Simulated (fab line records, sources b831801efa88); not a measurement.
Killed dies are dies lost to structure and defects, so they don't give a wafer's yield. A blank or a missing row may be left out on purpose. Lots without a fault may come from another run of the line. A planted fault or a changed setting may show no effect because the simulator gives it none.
fab line records | flow sky130
record lots=14 wafers=42 last_day=50
route steps=708 shown LDD_P@261 LDD_HVN@277 LDD_LDN@296 PAD_OPEN@708
lots that met no fault: from a run of the same line without faults
start_h: hours from the record's first day to the start of the lot's first wafer shown | wait_h: hours since the lot's step before | " the same as in the row above | L1.1+2: a row that stands for several wafers | - no value, or no start given | * or withheld: withheld | < > ~ a bound
route shown NAME@n: a module of which the file shows steps, and the number in the route of the first | usual: mean/standard deviation of fault-free wafers | same: alike in all rows | chamber/n: place in a boat | sites: the reading at each site | _std_site: their standard deviation | _edge_site: outer sites' mean less inner sites' | radius_mm: how far each site lies from the wafer's centre | mask NAME#n: copy n | behind: the tool/chamber that last shaped the wafer | hold: why the lot was held/for how many hours/how that ended | device: the transistor (n, p or np) that didn't switch | end of line: the same wafers' tests at the end of the route | a step without rows: its recipe alone | killed: dies lost to structure and defects at the first sort, not the wafer's yield | map: a wafer's dies, x killed, . not, _ none there
set.NAME: the setting as run; set.NAME@STEP: as run at that earlier step | model.NAME: the simulator's own value behind a step, which no gauge read
steps of the route over a sample of lots; a table a step, a row a wafer
services: from which hour (start_h, from the record's first day; less than 0 if before it) a tool's chamber was out of use, for how many hours, and why
## steps
# step SKY_LDD_P_DEVELOP_06
# recipe resist=NOVOLAK developer=TMAH develop_time_s=60 dev_temp_c=23
# columns lot.wafer tool chamber start_h wait_h
L205.1+5+6 litho_track-01 0 439.63 0.1
L206.1+3+5 litho_track-04 0 448.07 0.1
L208.1+3+4 litho_track-01 0 468.83 0.1
L209.3+4+5 litho_track-02 0 472.48 0.1
L210.3+5+6 litho_track-01 0 498.08 0.1
L211.1+4+5 litho_track-01 0 503.43 0.1
L213.3+4+6 litho_track-01 0 523.53 0.1
L214.1+2+6 litho_track-01 0 529.98 0.1
L221.1+3+6 litho_track-01 0 585.73 0.1
L222.1+3+5 litho_track-04 0 592.27 0.1
L223.1+5+6 litho_track-01 0 611.63 0.1
L225.2+3+4 litho_track-02 0 616.56 0.1
L226.3+4+5 litho_track-01 0 619.58 0.1
L227.1+3+5 litho_track-02 0 643.63 0.1
# step SKY_LDD_P_CD_MEAS_07
# recipe target_cd_nm=380
# usual cd_nm=380.3/2.8
# columns lot.wafer tool chamber start_h wait_h cd_nm
L205.1 cd_sem-01 - 439.78 0.1 380.0
L205.5 " - " " 381.4
L205.6 " - " " 378.0
L206.1 cd_sem-02 - 448.22 0.1 379.9
L206.3 " - " " 378.7
L206.5 " - " " 381.4
L208.1 cd_sem-02 - 468.98 0.1 383.1
L208.3 " - " " 383.1
L208.4 " - " " 380.1
L209.3 cd_sem-02 - 472.62 0.1 377.2
L209.4 " - " " 379.1
L209.5 " - " " 376.4
L210.3 cd_sem-02 - 498.22 0.1 376.9
L210.5 " - " " 375.5
L210.6 " - " " 378.1
L211.1 cd_sem-02 - 503.58 0.1 382.8
L211.4 " - " " 384.1
L211.5 " - " " 382.0
L213.3 cd_sem-01 - 523.67 0.1 299.3
L213.4 " - " " 299.3
L213.6 " - " " 301.0
L214.1 cd_sem-02 - 530.13 0.1 298.3
L214.2 " - " " 298.6
L214.6 " - " " 297.2
L221.1 cd_sem-02 - 585.88 0.1 385.3
L221.3 " - " " 383.1
L221.6 " - " " 381.8
L222.1 cd_sem-02 - 592.45 0.2 384.3
L222.3 " - " " 381.5
L222.5 " - " " 380.9
L223.1 cd_sem-01 - 611.78 0.1 380.3
L223.5 " - " " 377.3
L223.6 " - " " 379.7
L225.2 cd_sem-02 - 616.70 0.1 381.2
L225.3 " - " " 383.1
L225.4 " - " " 384.3
L226.3 cd_sem-01 - 619.72 0.1 379.9
L226.4 " - " " 379.2
L226.5 " - " " 383.1
L227.1 cd_sem-02 - 643.78 0.1 375.5
L227.3 " - " " 377.9
L227.5 " - " " 375.2
# step SKY_LDD_P_TW_MEAS_11
# usual LDD_P_TW=627/5.2
# columns lot.wafer tool chamber start_h wait_h LDD_P_TW
L205.1 film_metro-01 - 440.19 0.1 627
L205.5 " - " " 626
L205.6 " - " " 626
L206.1 film_metro-04 - 448.62 0.1 628
L206.3 " - " " 629
L206.5 " - " " 631
L208.1 film_metro-01 - 469.39 0.1 625
L208.3 " - " " 625
L208.4 " - " " 628
L209.3 film_metro-01 - 473.01 0.1 627
L209.4 " - " " 625
L209.5 " - " " 627
L210.3 film_metro-01 - 498.61 0.1 629
L210.5 " - " " 629
L210.6 " - " " 628
L211.1 film_metro-04 - 503.99 0.1 629
L211.4 " - " " 622
L211.5 " - " " 621
L213.3 film_metro-04 - 524.06 0.1 620
L213.4 " - " " 620
L213.6 " - " " 620
L214.1 film_metro-01 - 530.54 0.1 627
L214.2 " - " " 627
L214.6 " - " " 627
L221.1 film_metro-01 - 586.29 0.1 623
L221.3 " - " " 625
L221.6 " - " " 627
L222.1 film_metro-01 - 592.86 0.1 629
L222.3 " - " " 624
L222.5 " - " " 626
L223.1 film_metro-01 - 612.19 0.1 624
L223.5 " - " " 627
L223.6 " - " " 627
L225.2 film_metro-04 - 617.10 0.1 627
L225.3 " - " " 629
L225.4 " - " " 628
L226.3 film_metro-04 - 620.11 0.1 625
L226.4 " - " " 628
L226.5 " - " " 626
L227.1 film_metro-01 - 644.19 0.1 632
L227.3 " - " " 628
L227.5 " - " " 629
# step SKY_LDD_HVN_TW_MEAS_10
# usual LDD_HVN_TW=1433/17
# columns lot.wafer tool chamber start_h wait_h LDD_HVN_TW
L205.1 film_metro-04 - 471.92 0.1 1407
L205.5 " - " " 1409
L205.6 " - " " 1414
L206.1 film_metro-03 - 479.02 0.1 1438
L206.3 " - " " 1454
L206.5 " - " " 1449
L208.1 film_metro-02 - 500.12 0.1 1444
L208.3 " - " " 1442
L208.4 " - " " 1443
L209.3 film_metro-03 - 504.07 0.1 1451
L209.4 " - " " 1448
L209.5 " - " " 1453
L210.3 film_metro-03 - 529.74 0.1 1442
L210.5 " - " " 1438
L210.6 " - " " 1438
L211.1 film_metro-02 - 535.47 0.1 1447
L211.4 " - " " 1449
L211.5 " - " " 1455
L213.3 film_metro-03 - 554.49 0.1 1443
L213.4 " - " " 1456
L213.6 " - " " 1448
L214.1 film_metro-03 - 560.37 0.1 1449
L214.2 " - " " 1442
L214.6 " - " " 1454
L221.1 film_metro-02 - 615.07 0.1 1455
L221.3 " - " " 1450
L221.6 " - " " 1452
L222.1 film_metro-02 - 622.47 0.1 1448
L222.3 " - " " 1451
L222.5 " - " " 1448
L223.1 film_metro-04 - 641.17 0.1 1405
L223.5 " - " " 1413
L223.6 " - " " 1427
L225.2 film_metro-04 - 645.93 0.1 1414
L225.3 " - " " 1417
L225.4 " - " " 1408
L226.3 film_metro-04 - 648.69 0.1 1411
L226.4 " - " " 1413
L226.5 " - " " 1414
L227.1 film_metro-04 - 672.07 0.1 1425
L227.3 " - " " 1424
L227.5 " - " " 1427
# step SKY_LDD_LDN_OVL_MEAS_07
# usual LDD_LDN_OVL=0.2/1.3
# columns lot.wafer tool chamber start_h wait_h LDD_LDN_OVL[nm]
L205.1 overlay-01 - 532.54 0.1 0.1
L205.5 " - " " -1.2
L205.6 " - " " 0.7
L206.1 overlay-02 - 540.49 0.1 0.6
L206.3 " - " " 1.5
L206.5 " - " " -0.8
L208.1 overlay-02 - 560.84 0.1 -0.6
L208.3 " - " " -1.7
L208.4 " - " " -3.5
L209.3 overlay-01 - 564.80 0.1 0.2
L209.4 " - " " -1.1
L209.5 " - " " -1.0
L210.3 overlay-01 - 590.34 0.1 1.3
L210.5 " - " " 2.2
L210.6 " - " " 1.7
L211.1 overlay-01 - 594.48 0.1 -1.4
L211.4 " - " " -1.0
L211.5 " - " " 1.0
L213.3 overlay-02 - 612.10 0.1 1.0
L213.4 " - " " 0.1
L213.6 " - " " -1.1
L214.1 overlay-02 - 618.89 0.1 1.1
L214.2 " - " " 0.4
L214.6 " - " " -0.7
L221.1 overlay-01 - 671.48 0.1 -1.1
L221.3 " - " " 0.8
L221.6 " - " " -0.2
L222.1 overlay-01 - 678.63 0.1 -0.4
L222.3 " - " " 0.3
L222.5 " - " " 1.6
L223.1 overlay-01 - 696.88 0.1 2.0
L223.5 " - " " 1.6
L223.6 " - " " 0.3
L225.2 overlay-02 - 700.89 0.1 0.6
L225.3 " - " " 0.1
L225.4 " - " " 0.0
L226.3 overlay-02 - 704.30 0.1 -3.1
L226.4 " - " " -1.2
L226.5 " - " " -0.5
L227.1 overlay-02 - 725.98 0.1 0.0
L227.3 " - " " 2.2
L227.5 " - " " 2.2
# step SKY_PAD_OPEN_PROBE_99
# usual killed_at_M0_to_M3=43/6.3 killed_at_M4_up=3.3/1.7 killed_at_contacts=24/5.4 killed_at_front_end=16/4.6 killed_at_other=0.4/0.7 killed_dies=87/9.4 killed_on_rim=17/3.9 killed_open=47/6.9 killed_short=39/6.1
# same gross_dies=492 killed_at_back_side=0
# columns lot.wafer tool chamber start_h wait_h killed_at_M0_to_M3 killed_at_M4_up killed_at_contacts killed_at_front_end killed_at_other killed_dies killed_on_rim killed_open killed_short
L214.1 prober-02 - 1140.31 0.1 42 1 22 24 1 90 20 49 40
L214.2 prober-02 - 1140.36 0.1 40 2 28 22 2 94 17 56 37
L214.6 prober-02 - 1140.56 0.2 43 4 28 13 2 90 17 44 43
# killed by level:class
L214.1 VIA1:geometric_particle:open=11 CONTACT:geometric_particle:open=8 POLY_GATE:geometric_particle:short=7 FIELD_ISO:geometric_particle:open=6 LI_CONTACT:geometric_particle:open=6 METAL1:geometric_particle:short=6 VIA2:geometric_particle:open=6 VIA3:geometric_particle:open=6
L214.2 VIA2:geometric_particle:open=11 LI_CONTACT:geometric_particle:open=10 VIA3:geometric_particle:open=9 CONTACT:geometric_particle:open=8 VIA1:geometric_particle:open=8 FIELD_ISO:geometric_particle:short=5 POLY_GATE:geometric_particle:short=5 POLY_GATE:geometric_particle:open=4
L214.6 CONTACT:geometric_particle:open=11 LOCAL_INTERCONNECT:geometric_particle:short=7 LI_CONTACT:geometric_particle:open=7 VIA1:geometric_particle:short=7 VIA2:geometric_particle:open=7 VIA1:geometric_particle:open=6 FIELD_ISO:geometric_particle:open=5 VIA3:geometric_particle:short=4
## services
# columns tool chamber start_h hours kind
litho_track-04 - 443.87 - consumable_replace:filter
## key
first_sign step=SKY_LDD_P_CD_MEAS_07 reading=cd_nm direction=down sigmas=29 usual=380.3 struck=299.0
effect none on later readings
met_at SKY_LDD_P_DEVELOP_06
struck_lots L213,L214
tester_left_out L213,L214
not_acting_at SKY_LDD_P_TW_MEAS_11,SKY_LDD_HVN_TW_MEAS_10,SKY_LDD_LDN_OVL_MEAS_07
onset_between 503.43 523.53
fault kind=process_parameter_drift tool=litho_track-01 chamber=- onset_h=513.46 steps=SKY_LDD_P_DEVELOP_06 channel=develop_time_s offset=* shape=step end_h=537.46 acts_in=* stated=*
# tester_left_out: of these lots the tester's yield and bins aren't shown, on N5 and GAA mostly nor the transistor test; their killed dies are dies lost to structure and defects alone, not to doping, threshold or leakage, so they don't give the yield
